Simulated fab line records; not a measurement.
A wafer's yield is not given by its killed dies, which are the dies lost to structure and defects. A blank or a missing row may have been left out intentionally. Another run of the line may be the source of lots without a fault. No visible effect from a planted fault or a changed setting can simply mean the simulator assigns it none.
Comparing a struck lot with a sound one    flow sky130    14 steps out of a route of 708
Sound: the wafers L647.2, L647.5, L647.6. Wafers struck: L660.1, L660.2, L660.5. At the end, the cause is stated.
At each step with rows: each side's tool, then ch and its chambers, then its first start. Under that, the readings that differ: sound wafers    struck wafers    difference of the means    sigmas: that difference in standard deviations of wafers without a fault.
alike: readings whose means differ by less than 2 such deviations, and words and numbers that are the same on both sides. not compared: withheld readings, readings that some wafer has no value for, bounds like >300 that may hide the same value, and numbers for which the record gives no deviation and whose values overlap.
Wherever a step has rows on one side only, a row that says differs or no value, or a row with sigmas, the two part there. When numbers do not overlap yet have no deviation, they are printed without sigmas and do not part them. Lack of a reading on every wafer of one side parts them only where that side has two or more wafers.

first, 3 steps without rows for these wafers: SKY_VT_ADJUST_LVTN_EXPOSE_04 (exposes mask NWM COMPLEMENT LESS NATIVE, target cd 840 nm); SKY_VT_ADJUST_LVTN_PEB_05; SKY_VT_ADJUST_LVTN_DEVELOP_06 (develop time 60 s).
SKY_VT_ADJUST_LVTN_OVL_MEAS_07:
  sound on overlay-01, day 7 00:24; struck on overlay-02, day 10 18:30
  alike: VT_ADJUST_LVTN_OVL
next, for these wafers, 1 step has no rows: SKY_VT_ADJUST_LVTN_IMPLANT_08.
SKY_VT_ADJUST_LVTN_STRIP_09: strips in O2/N2.
  sound on plasmaAsher-04 ch 0,1, day 7 00:35; struck on plasmaAsher-02 ch 0,1, day 10 18:41
  alike: drypumpMotorCurrentA, n2FlowSccm, oesProductAu, stripTimeToEndpointS
  not compared: rfHoursCounterH
SKY_VT_ADJUST_LVTN_TW_MEAS_10:
  sound on filmMetro-02, day 7 00:41; struck on filmMetro-02, day 10 18:47
  alike: VT_ADJUST_LVTN_TW
then, 5 steps without rows for these wafers: SKY_VT_ADJUST_LVTN_DEHYDRATE_11 (time 60 s); SKY_VT_ADJUST_LVTN_HMDS_12 (prime time 60 s); SKY_VT_ADJUST_LVTN_COAT_13 (resist thk 1140 nm); SKY_VT_ADJUST_LVTN_SOFTBAKE_14 (time 60 s); SKY_VT_ADJUST_LVTN_EXPOSE_15 (exposes mask HVN STD DERIVED, target cd 600 nm).
SKY_VT_ADJUST_LVTN_PEB_16:
  sound on lithoTrack-02 ch 0, day 7 19:20; struck on lithoTrack-03, day 11 17:47
reading         sound           struck  difference                     sigmas
exhaustPa (Pa)  43.9 45.4 44.7  - - -   no value on the struck wafers  
  not compared: chillPlateTempC
then, 1 step without rows for these wafers: SKY_VT_ADJUST_LVTN_DEVELOP_17 (develop time 60 s).

WHERE THEY PART
Only at SKY_VT_ADJUST_LVTN_PEB_16, as far as this record shows.

WHY: the cause the simulator had injected
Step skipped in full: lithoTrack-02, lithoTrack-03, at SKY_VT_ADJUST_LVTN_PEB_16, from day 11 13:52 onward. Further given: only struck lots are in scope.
